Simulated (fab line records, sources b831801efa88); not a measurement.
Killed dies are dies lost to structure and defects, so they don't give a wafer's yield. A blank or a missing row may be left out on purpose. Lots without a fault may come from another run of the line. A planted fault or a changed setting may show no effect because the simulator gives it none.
A struck lot beside a sound one | flow sfq_line | 42 steps out of a route of 325
Sound: wafers L715.2, L715.3, L715.5. Struck: wafers L727.2, L727.3, L727.6. The cause comes at the end.
At each step with rows: each side's tool, then ch and its chambers, then its first start. Under that, the readings that differ: sound wafers | struck wafers | difference of the means | sigmas: that difference in standard deviations of wafers without a fault.
alike: readings whose means differ by less than 2 such deviations, and words and numbers that are the same on both sides. not compared: withheld readings, readings that some wafer has no value for, bounds like >300 that may hide the same value, and numbers for which the record gives no deviation and whose values overlap.
The two part at a step that has a row with sigmas, a row that says differs or no value, or rows on one side only. Numbers that don't overlap but have no deviation are shown without sigmas and don't part them. A reading that every wafer of one side lacks parts them only if that side has two wafers or more.

first, 6 steps without rows for these wafers: SFQ_TRILAYER_M1_LITHO_COAT_044 (resist thk 62 nm); SFQ_TRILAYER_M1_LITHO_COAT_039 (resist thk 600 nm); SFQ_TRILAYER_M1_LITHO_SOFTBAKE_043; SFQ_TRILAYER_M1_LITHO_EXPOSE_040 (exposes mask M1, target cd 500 nm); SFQ_TRILAYER_M1_LITHO_PEB_042 (peb time 60 s); SFQ_TRILAYER_M1_LITHO_DEVELOP_041 (time 60 s).
SFQ_M1_OVL_MEAS_911:
  sound on overlay-01, day 26 17:19; struck on overlay-01, day 31 13:38
  alike: M1_OVL
then, 5 steps without rows for these wafers: SFQ_TRILAYER_M1_BARC_OPEN_METAL_ETCH_054 (etches BARC in O2, target depth 125 nm, time 41.7 s); SFQ_TRILAYER_M1_ETCH_METAL_ETCH_042 (etches Nb in Cl2/Ar, stops on SiO2, target depth 240 nm, time 120 s); SFQ_TRILAYER_M1_STRIP_STRIP_043 (strips in O2); SFQ_TRILAYER_M1_STRIP_SOLV_CLEAN_044 (cleans in NMP, time 600 s); SFQ_TRILAYER_I1_DEP_PECVD_045 (deposits SiO2 from SiH4/N2O, time 111.11 s, target thk 500 nm).
SFQ_TRILAYER_I1_CMP_CMP_046: polishes SiO2.
  sound on cmp-02 ch 0,3, day 27 00:06; struck on cmp-02 ch 1,2,3, day 31 15:12
  reading                                             | sound             | struck            | difference | sigmas
  time_to_endpoint_s (s)                              | 210 205 212       | 282 272 279       | +69        | +10
  model.SiO2_of_TRILAYER_I1_DEP_PECVD_045.thk_nm (nm) | 200.1 198.9 199.8 | 306.4 302.9 304.3 | +104.9     |
  alike: motor_current_A, platen_rpm
SFQ_I1_BOW_MEAS_912:
  sound on film_metro-04, day 27 03:07; struck on film_metro-01, day 31 19:02
  reading     | sound  | struck | difference                    | sigmas
  I1_BOW (um) | 9 -8 3 | - - -  | no value on the struck wafers |
SFQ_TRILAYER_I1_METRO_MEASURE_047:
  sound on film_metro-04, day 27 03:25; struck on film_metro-01, day 31 22:13
  reading     | sound             | struck            | difference | sigmas
  thk_nm (nm) | 200.2 199.1 200.0 | 306.3 303.0 304.5 | +104.8     | +99 or more
then, 6 steps without rows for these wafers: SFQ_TRILAYER_I1_VIA_LITHO_COAT_054 (resist thk 62 nm); SFQ_TRILAYER_I1_VIA_LITHO_COAT_049 (resist thk 650 nm); SFQ_TRILAYER_I1_VIA_LITHO_SOFTBAKE_053; SFQ_TRILAYER_I1_VIA_LITHO_EXPOSE_050 (exposes mask I1, target cd 500 nm); SFQ_TRILAYER_I1_VIA_LITHO_PEB_052 (peb time 60 s); SFQ_TRILAYER_I1_VIA_LITHO_DEVELOP_051 (time 60 s).
-- the record jumps here: 6 days lie between the struck wafers' starts before and after --
SFQ_I1_OVL_MEAS_913:
  sound on overlay-01, day 33 01:47; struck on overlay-01, day 37 13:31
  alike: I1_OVL
then, 1 step without rows for these wafers: SFQ_TRILAYER_I1_VIA_BARC_OPEN_VIA_ETCH_071 (etches BARC in O2, target depth 125 nm, time 41.7 s).
SFQ_TRILAYER_I1_VIA_ETCH_VIA_ETCH_052: etches SiO2 in CHF3, stops on Nb, target depth 260 nm.
  sound on rie_diel-04 ch 1,2, day 33 01:52; struck on rie_diel-02 ch 0,2, day 37 13:35
  reading                        | sound             | struck            | difference | sigmas
  drypump_motor_current_A (A)    | 4.9 5.1 5.2       | 6.0 6.3 6.3       | +1.1       | +2
  oes_product_au (a.u.)          | 0.853 0.855 0.852 | 0.988 1.008 1.005 | +0.147     | +29
  model.etch.depth_nm (nm)       | 200.1 198.9 199.8 | 256.3 262.5 260.7 | +60.2      |
  model.I1.feature_depth_nm (nm) | 200.1 198.9 199.8 | 256.3 262.5 260.7 | +60.2      |
SFQ_TRILAYER_I1_VIA_STRIP_STRIP_053: strips in O2.
  sound on rie_metal-02 ch 0,1, day 33 01:58; struck on rie_metal-04 ch 0, day 37 13:54
  alike: drypump_motor_current_A, oes_product_au
  not compared: rf_hours_counter_h
then, 1 step without rows for these wafers: SFQ_TRILAYER_I1_VIA_STRIP_SOLV_CLEAN_054 (cleans in NMP, time 600 s).
SFQ_TRILAYER_M2_DEP_PRE_CLEAN_056: time 22.5 s.
  sound on pvd_sputter-06, day 33 02:45; struck on pvd_sputter-06, day 37 15:04
  reading                                             | sound             | struck            | difference | sigmas
  model.SiO2_of_TRILAYER_I1_DEP_PECVD_045.thk_nm (nm) | 192.6 191.4 192.3 | 298.9 295.4 296.8 | +104.9     |
SFQ_TRILAYER_M2_DEP_SPUTTER_055: material Nb, target thk 200 nm, time 133.3 s.
  sound on pvd_sputter-06, day 33 02:47; struck on pvd_sputter-06, day 37 15:06
  alike: chamber_pressure_pa, throttle_valve_pct
SFQ_M2_RS_MEAS_914: measures by four-point-probe.
  sound on film_metro-01, day 33 02:53; struck on film_metro-01, day 37 15:13
  alike: M2_NB_RS
then, 6 steps without rows for these wafers: SFQ_TRILAYER_M2_LITHO_COAT_062 (resist thk 62 nm); SFQ_TRILAYER_M2_LITHO_COAT_057 (resist thk 600 nm); SFQ_TRILAYER_M2_LITHO_SOFTBAKE_061; SFQ_TRILAYER_M2_LITHO_EXPOSE_058 (exposes mask M2, target cd 500 nm); SFQ_TRILAYER_M2_LITHO_PEB_060 (peb time 60 s); SFQ_TRILAYER_M2_LITHO_DEVELOP_059 (time 60 s).
SFQ_M2_OVL_MEAS_916:
  sound on overlay-01, day 33 05:26; struck on overlay-01, day 37 17:38
  alike: M2_OVL
then, 1 step without rows for these wafers: SFQ_TRILAYER_M2_BARC_OPEN_METAL_ETCH_077 (etches BARC in O2, target depth 125 nm, time 41.7 s).
SFQ_TRILAYER_M2_ETCH_METAL_ETCH_060: etches Nb in Cl2/Ar, stops on SiO2, target depth 240 nm, time 120 s.
  sound on rie_metal-02 ch 0,1, day 33 05:31; struck on rie_metal-01 ch 0,1, day 37 17:43
  alike: drypump_motor_current_A, oes_product_au
  not compared: rf_hours_counter_h
SFQ_TRILAYER_M2_STRIP_STRIP_061: strips in O2.
  sound on rie_metal-02 ch 0,1, day 33 05:38; struck on rie_metal-01 ch 0,1, day 37 17:50
  alike: drypump_motor_current_A, oes_product_au
  not compared: rf_hours_counter_h
then, 1 step without rows for these wafers: SFQ_TRILAYER_M2_STRIP_SOLV_CLEAN_062 (cleans in NMP, time 600 s).
SFQ_TRILAYER_I2_DEP_PECVD_063: deposits SiO2 from SiH4/N2O, time 111.11 s, target thk 500 nm.
  sound on pecvd-01 ch 0,1,2, day 33 06:26; struck on pecvd-01 ch 0,1,2, day 37 18:38
  alike: chamber_pressure_Torr, heater_power_w, throttle_valve_pct
-- the record jumps here: 49 days lie between the struck wafers' starts before and after --
SFQ_M8_BOW_MEAS_951:
  sound on film_metro-04, day 85 00:16; struck on film_metro-04, day 86 17:16
  reading                 | sound             | struck            | difference | sigmas
  model.etest.i1.link_ohm | 1.977 1.998 1.964 | 1e+06 1e+06 1e+06 | +1e+06     |
  alike: M8_BOW

WHERE THEY PART
First at SFQ_TRILAYER_I1_CMP_CMP_046; last, within this record, at SFQ_TRILAYER_I1_VIA_ETCH_VIA_ETCH_052. Later steps at which nothing parts them and some readings are alike: SFQ_TRILAYER_I1_VIA_STRIP_STRIP_053, SFQ_TRILAYER_M2_DEP_SPUTTER_055, SFQ_M2_RS_MEAS_914, SFQ_M2_OVL_MEAS_916, SFQ_TRILAYER_M2_ETCH_METAL_ETCH_060, SFQ_TRILAYER_M2_STRIP_STRIP_061, SFQ_TRILAYER_I2_DEP_PECVD_063, SFQ_M8_BOW_MEAS_951.

WHY: what the simulator had put in
Process parameter drift: cmp-02, from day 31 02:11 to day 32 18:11, at SFQ_TRILAYER_I1_CMP_CMP_046. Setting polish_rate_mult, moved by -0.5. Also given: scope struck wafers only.
